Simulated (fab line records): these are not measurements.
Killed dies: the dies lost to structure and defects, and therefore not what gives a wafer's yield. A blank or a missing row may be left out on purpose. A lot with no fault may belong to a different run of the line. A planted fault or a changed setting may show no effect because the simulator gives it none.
8D (eight disciplines) problem report, filled in by code | flow sky130 | the parts of the form that need people (team, actions taken, sign-off) are left out

## 1. THE PROBLEM
Wafers without a fault read 1.7e+13, standard deviation 1.9e+10; doseIonsCm2 at SKY_LDD_HVP_IMPLANT_08 reads a mean of 1.8e+13 on 6 wafers belonging to 2 lots. That puts it +56 standard deviations away from the usual mean.
Seen first at day 27 13:37 on implanter-01, wafer L525.1. The record has a number at this step for 36 wafers belonging to 12 lots. By rule, "out" or "out of limits" means more than 4 standard deviations away from the usual mean. All remaining wafers that have a number are taken as sound.

## 2. WHAT THIS IS AND IS NOT
question                    | is                     | is not
which readings at this step | doseIonsCm2            | -
which lots                  | L525, L528             | L509, L511, L512, L515, L516, L517, L520, L521, L522, L526
which wafers of those lots  | all that have a number | -
read on which tools         | implanter-01           | implanter-03, implanter-04
when                        | from day 27 13:37      | up to then (27 sound wafers); but 3 sound wafers of L526 came after

## 3. WHAT RULES OUT EACH SUSPECT
Counting: any tool at a process step up to the reading is kept as a suspect provided that every lot that is out went through it and no sound lot did after the first of them.
- implanter-01 at SKY_LDD_HVP_IMPLANT_08: kept. Every lot that is out went through it, starting with L525 (day 27 13:37), and after that it ran no sound lot; the last sound lot it ran before then is L522 (day 26 11:47). Out on those wafers are its own readings of doseIonsCm2.
The count leaves implanter-01 at SKY_LDD_HVP_IMPLANT_08.

## 4. THE CAUSE (what the simulator had put in)
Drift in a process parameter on implanter-01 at SKY_LDD_HVP_IMPLANT_08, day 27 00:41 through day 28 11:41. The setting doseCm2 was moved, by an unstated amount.
The count eliminated every tool but this one.

## 5. SEQUENCE OF EFFECTS, ordered by route
Each row: a reading where the mean over the struck wafers with a number is more than 3 standard deviations away from the usual. Readings are gone through only where the record gives a usual standard deviation; hours: the median, over the lots, of the time from a lot's start at the first step in this table giving one to that lot's start at this step; sigmas: the change measured in usual standard deviations.
hours | step                   | reading     | usual   | on struck wafers | change   | sigmas
0     | SKY_LDD_HVP_IMPLANT_08 | doseIonsCm2 | 1.7e+13 | 1.8e+13          | +1.1e+12 | +56
The process steps in it:
- SKY_LDD_HVP_IMPLANT_08
At these later measuring or inspecting steps, every struck wafer for which the step has a row has a number for every such reading, and none has moved that far: SKY_LDD_HVP_TW_MEAS_10.

## 6. WHAT WOULD HAVE CAUGHT IT SOONER
In this record no reading fell out of limits until day 27 13:37, 13 hours after the fault had begun at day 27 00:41.
